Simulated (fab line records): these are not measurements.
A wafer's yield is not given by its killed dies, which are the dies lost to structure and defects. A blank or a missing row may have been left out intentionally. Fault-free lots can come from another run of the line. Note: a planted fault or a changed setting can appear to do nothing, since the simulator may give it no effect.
Which of the tools did it? :: flow gf180mcu :: 13 lots with 39 wafers sampled at 2 steps, on a route of 602 steps

## WHAT EACH GAUGE READ, for each wafer
GF_V4_THK_MEAS_25: measures by xrf.
lot: L139
measured: day 24 09:12
on: film_metro-03
V4_W_THK (nm): 362 362 360

lot: L140
measured: day 24 19:35
on: film_metro-01
V4_W_THK (nm): 361 368 370

lot: L142
measured: day 25 11:26
on: film_metro-01
V4_W_THK (nm): 363 360 358

lot: L143
measured: day 25 23:02
on: film_metro-01
V4_W_THK (nm): 347 350 352

lot: L144
measured: day 26 03:01
on: film_metro-03
V4_W_THK (nm): 370 367 361

lot: L149
measured: day 28 03:17
on: film_metro-02
V4_W_THK (nm): 351 356 357

lot: L151
measured: day 28 12:31
on: film_metro-01
V4_W_THK (nm): 355 358 357

lot: L152
measured: day 28 22:16
on: film_metro-03
V4_W_THK (nm): 364 368 361

lot: L153
measured: day 29 05:09
on: film_metro-01
V4_W_THK (nm): 358 355 355

lot: L154
measured: day 29 14:46
on: film_metro-02
V4_W_THK (nm): 358 362 359

lot: L157
measured: day 30 04:20
on: film_metro-03
V4_W_THK (nm): 366 366 368

lot: L161
measured: day 31 03:25
on: film_metro-01
V4_W_THK (nm): 355 348 349

lot: L162
measured: day 31 09:39
on: film_metro-02
V4_W_THK (nm): 369 363 359

## WHICH TOOL RAN EACH LOT (tool, then ch and the chambers of the sampled wafers, then the start)
lot: L139
GF_HV_LDD_STRIP_49: plasma_asher-04 ch 0,1, day 12 05:59

lot: L140
GF_HV_LDD_STRIP_49: plasma_asher-04 ch 0,1, day 12 15:58

lot: L142
GF_HV_LDD_STRIP_49: plasma_asher-04 ch 0,1, day 13 06:46

lot: L143
GF_HV_LDD_STRIP_49: plasma_asher-03 ch 0,1, day 13 18:19

lot: L144
GF_HV_LDD_STRIP_49: plasma_asher-02 ch 1, day 14 00:55

lot: L149
GF_HV_LDD_STRIP_49: plasma_asher-04 ch 0,1, day 16 00:43

lot: L151
GF_HV_LDD_STRIP_49: plasma_asher-04 ch 0,1, day 16 13:10

lot: L152
GF_HV_LDD_STRIP_49: plasma_asher-04 ch 0,1, day 16 22:42

lot: L153
GF_HV_LDD_STRIP_49: plasma_asher-02 ch 0,1, day 17 06:19

lot: L154
GF_HV_LDD_STRIP_49: plasma_asher-02 ch 0, day 17 20:40

lot: L157
GF_HV_LDD_STRIP_49: plasma_asher-03 ch 0,1, day 18 09:43

lot: L161
GF_HV_LDD_STRIP_49: plasma_asher-04 ch 0,1, day 19 18:28

lot: L162
GF_HV_LDD_STRIP_49: plasma_asher-04 ch 0,1, day 20 04:22
- GF_HV_LDD_STRIP_49: strips in O2/N2.

## WHAT THE TOOLS THEMSELVES READ (means of the sampled wafers that have a number; where no wafer has one, the mark that the record gives instead)
GF_HV_LDD_STRIP_49.
lot: L139
tool: plasma_asher-04
chamber_pressure_mTorr (mTorr): 1499.6
drypump_motor_current_A (A): 5.9
heater_power_w (W): 341
oes_product_au (a.u.): 0.715
strip_time_to_endpoint_s (s): 12.63

lot: L140
tool: plasma_asher-04
chamber_pressure_mTorr (mTorr): 1500.6
drypump_motor_current_A (A): 5.9
heater_power_w (W): 347
oes_product_au (a.u.): 0.718
strip_time_to_endpoint_s (s): 12.62

lot: L142
tool: plasma_asher-04
chamber_pressure_mTorr (mTorr): 1498.6
drypump_motor_current_A (A): 6.1
heater_power_w (W): 372
oes_product_au (a.u.): 0.715
strip_time_to_endpoint_s (s): 12.65

lot: L143
tool: plasma_asher-03
chamber_pressure_mTorr (mTorr): 1499.9
drypump_motor_current_A (A): 5.6
heater_power_w (W): 354
oes_product_au (a.u.): 0.715
strip_time_to_endpoint_s (s): 12.62

lot: L144
tool: plasma_asher-02
chamber_pressure_mTorr (mTorr): 1501.8
drypump_motor_current_A (A): 6.7
heater_power_w (W): 304
oes_product_au (a.u.): 0.714
strip_time_to_endpoint_s (s): 12.61

lot: L149
tool: plasma_asher-04
chamber_pressure_mTorr (mTorr): 1500.4
drypump_motor_current_A (A): 6.1
heater_power_w (W): 367
oes_product_au (a.u.): 0.716
strip_time_to_endpoint_s (s): 12.63

lot: L151
tool: plasma_asher-04
chamber_pressure_mTorr (mTorr): 1499.5
drypump_motor_current_A (A): 6.1
heater_power_w (W): 365
oes_product_au (a.u.): 0.716
strip_time_to_endpoint_s (s): 12.61

lot: L152
tool: plasma_asher-04
chamber_pressure_mTorr (mTorr): 1500.4
drypump_motor_current_A (A): 5.9
heater_power_w (W): 343
oes_product_au (a.u.): 0.718
strip_time_to_endpoint_s (s): 12.61

lot: L153
tool: plasma_asher-02
chamber_pressure_mTorr (mTorr): 1500.2
drypump_motor_current_A (A): 6.4
heater_power_w (W): 322
oes_product_au (a.u.): 0.718
strip_time_to_endpoint_s (s): 12.62

lot: L154
tool: plasma_asher-02
chamber_pressure_mTorr (mTorr): 1500.5
drypump_motor_current_A (A): 5.8
heater_power_w (W): 350
oes_product_au (a.u.): 0.719
strip_time_to_endpoint_s (s): 12.66

lot: L157
tool: plasma_asher-03
chamber_pressure_mTorr (mTorr): 1499.1
drypump_motor_current_A (A): 5.4
heater_power_w (W): 336
oes_product_au (a.u.): 0.712
strip_time_to_endpoint_s (s): 12.64

lot: L161
tool: plasma_asher-04
chamber_pressure_mTorr (mTorr): 1500.1
drypump_motor_current_A (A): 6.1
heater_power_w (W): 370
oes_product_au (a.u.): 0.717
strip_time_to_endpoint_s (s): 12.63

lot: L162
tool: plasma_asher-04
chamber_pressure_mTorr (mTorr): 1499.8
drypump_motor_current_A (A): 5.9
heater_power_w (W): 349
oes_product_au (a.u.): 0.715
strip_time_to_endpoint_s (s): 12.60

## THE ANSWER, worked out from the rows above alone
Rule: usual is defined by the lots themselves. The widest of any qualifying gaps counts: lots, ordered by their means at a reading, are off when they make up no more than a third of the lots, leave a main group of 4 or more, and stand apart from it by 3 or more times the standard deviation of that group's means. If all means in a main group match to the digits the tables above print for the reading, that group is not used. A lot without any number at a reading at which 4 lots or more have one is off too. Where the step has rows for the other lots, those lots are counted as sound. Order of review: gauges by route order, followed by the tools' own readings, for which a lot's mean as printed above is used. At the first step where some lot is off, the reading lying furthest off is the one used; lots without a number count as furthest.
No lot is off at any reading shown: from this, nothing can be told.

## WHAT THE SIMULATOR HAD INSERTED
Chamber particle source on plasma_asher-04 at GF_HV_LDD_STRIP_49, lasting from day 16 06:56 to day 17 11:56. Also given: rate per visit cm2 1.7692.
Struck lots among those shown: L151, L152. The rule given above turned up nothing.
